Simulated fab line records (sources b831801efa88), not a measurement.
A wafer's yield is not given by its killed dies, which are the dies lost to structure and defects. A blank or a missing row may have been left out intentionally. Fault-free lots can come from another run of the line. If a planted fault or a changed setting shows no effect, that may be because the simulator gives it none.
What tool caused it? ; flow sfq line ; 42 wafers from 14 lots sampled at 4 of the route's 325 steps

== WHAT THE GAUGES SHOWED, per wafer ==
SFQ_R5_THK_MEAS_934: measures by xrf. Usual: R5_MONX_THK gives 40.3 nm (standard deviation 0.46).
lot;measured;on;R5_MONX_THK (nm);flag
L980;day 51 09:36;film metro-03;40.1 40.1 40.2;
L981;day 51 16:32;film metro-02;40.1 40.7 40.5;
L982;day 52 04:19;film metro-03;40.5 39.6 40.2;
L984;day 52 17:34;film metro-02;40.0 40.5 40.5;
L985;day 52 21:44;film metro-04;40.4 40.8 40.5;
L986;day 53 06:45;film metro-03;40.4 40.6 40.7;
L988;day 55 05:07;film metro-03;41.3 41.2 41.5;
L993;day 57 05:19;film metro-04;40.0 39.5 40.2;
L994;day 57 08:20;film metro-04;40.2 40.0 40.2;
L995;day 57 11:19;film metro-04;39.7 39.6 39.8;
L996;day 58 13:28;film metro-03;40.2 40.5 40.6;
L998;day 58 19:26;film metro-04;40.7 40.4 40.7;
L101;day 65 06:09;film metro-03;39.7 39.6 39.5;
L102;day 65 10:53;film metro-03;40.2 40.4 40.3;

SFQ_I6_BOW_MEAS_941. Usual: I6_BOW gives 7 um (standard deviation 9.3).
lot;measured;on;I6_BOW (um);flag
L980;day 71 13:13;film metro-04;-1 -10 4;
L981;day 71 17:11;film metro-04;-7 15 -4;
L982;day 72 10:01;film metro-04;-4 7 5;
L984;day 72 20:47;film metro-03;13 12 3;
L985;day 73 02:49;film metro-04;7 19 14;
L986;day 73 07:52;film metro-03;19 20 11;
L988;day 74 14:16;film metro-04;2 -5 -9;
L993;day 76 14:50;film metro-03;6 3 -4;
L994;day 76 18:25;film metro-01;4 -6 5;
L995;day 76 20:37;film metro-04;16 22 23;
L996;day 77 19:28;film metro-01;16 17 23;
L998;day 78 08:11;film metro-04;-6 -9 0;
L101;day 79 05:16;film metro-03;5 6 4;
L102;day 79 12:29;film metro-04;7 4 2;

== EACH LOT AND THE TOOL THAT RAN IT (in order: tool; ch and the chambers of the sampled wafers; start) ==
lot;SFQ_TRILAYER_R5_DEP_SPUTTER_133;SFQ_TRILAYER_M6_LITHO_COAT_164
L980;pvd sputter-04, day 51 09:24;litho track-04 ch 0, day 66 18:01
L981;pvd sputter-04, day 51 16:20;litho track-04 ch 0, day 67 01:25
L982;pvd sputter-05, day 52 04:07;litho track-04 ch 0, day 67 13:27
L984;pvd sputter-05, day 52 17:23;litho track-03 ch 0, day 68 02:44
L985;pvd sputter-04, day 52 21:31;litho track-01 ch 0, day 68 09:59
L986;pvd sputter-06, day 53 06:31;litho track-03 ch 0, day 68 13:53
L988;pvd sputter-05, day 55 04:55;litho track-04 ch 0, day 69 19:47
L993;pvd sputter-04, day 57 05:08;litho track-01 ch 0, day 71 22:43
L994;pvd sputter-05, day 57 08:08;litho track-04 ch 0, day 72 03:01
L995;pvd sputter-06, day 57 11:08;litho track-01 ch 0, day 72 04:43
L996;pvd sputter-05, day 58 13:15;litho track-01 ch 0, day 73 06:01
L998;pvd sputter-05, day 58 19:15;litho track-04 ch 0, day 73 14:26
L101;pvd sputter-05, day 65 05:58;litho track-03 ch 0, day 74 15:49
L102;pvd sputter-05, day 65 10:41;litho track-04 ch 0, day 74 20:26
- SFQ_TRILAYER_R5_DEP_SPUTTER_133: material MoNx, target thk 40 nm, time 66.7 s.
- SFQ_TRILAYER_M6_LITHO_COAT_164: resist thk 62 nm.

== AS READ BY THE TOOLS THEMSELVES (means over the sampled wafers that have a number; for cases with no such wafer, the mark the record gives instead) ==
SFQ_TRILAYER_R5_DEP_SPUTTER_133. Usual: throttle valve pct at 30.3 %, with a standard deviation of 0.68.
lot;tool;throttle valve pct (%);flag
L980;pvd sputter-04;29.9;
L981;pvd sputter-04;30.4;
L982;pvd sputter-05;30.3;
L984;pvd sputter-05;30.2;
L985;pvd sputter-04;29.9;
L986;pvd sputter-06;30.4;
L988;pvd sputter-05;30.8;
L993;pvd sputter-04;30.0;
L994;pvd sputter-05;30.4;
L995;pvd sputter-06;29.2;
L996;pvd sputter-05;30.6;
L998;pvd sputter-05;30.8;
L101;pvd sputter-05;30.5;
L102;pvd sputter-05;30.8;

SFQ_TRILAYER_M6_LITHO_COAT_164. Usual: spin speed rpm at 2999.6 rpm, with a standard deviation of 1.7.
lot;tool;spin speed rpm (rpm);flag
L980;litho track-04;2999.8;
L981;litho track-04;2998.8;
L982;litho track-04;2997.6;
L984;litho track-03;2999.1;
L985;litho track-01;3000.3;
L986;litho track-03;2999.8;
L988;litho track-04;3000.1;
L993;litho track-01;2998.4;
L994;litho track-04;3000.0;
L995;litho track-01;3094.0;OFF
L996;litho track-01;3094.0;OFF
L998;litho track-04;2998.6;
L101;litho track-03;2999.6;
L102;litho track-04;3000.2;

== THE ANSWER, worked out from the rows above alone ==
Rule: a lot counts as off when the mean over its wafers that have a number is more than 3 standard deviations away from the usual mean. A lot without any number at a reading at which 4 lots or more have one is off too. Where the step has rows for the other lots, those lots are counted as sound. First the gauges in route order, then the tools' own readings, where a lot's mean is used as printed above. At the first step where some lot is off, the reading lying furthest off is the one used; lots without a number count as furthest.
Off, at SFQ_TRILAYER_M6_LITHO_COAT_164 on spin speed rpm: L995, L996.
If a tool, at that step or one of the process steps before it, ran each lot that is off and ran no sound lot following the first of them, it fits. One fits: litho track-01 at SFQ_TRILAYER_M6_LITHO_COAT_164. Its last sound lot is L993 (day 71 22:43), its first lot that is off L995 (day 72 04:43): a fault that began between those two fits.
On the lots that are off, the tool's own readings at SFQ_TRILAYER_M6_LITHO_COAT_164 differ by more than 5 times the standard deviation of the sound lots' means, which bears it out; spin speed rpm reads 3094.0 rpm there versus 2999.4 rpm on the sound lots.

== WHAT THE SIMULATOR PUT IN ==
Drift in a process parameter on litho track-01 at SFQ_TRILAYER_M6_LITHO_COAT_164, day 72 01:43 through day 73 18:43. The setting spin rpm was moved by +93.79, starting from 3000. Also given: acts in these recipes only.
Lots struck among those shown: L995, L996. The rule given above showed the same thing.
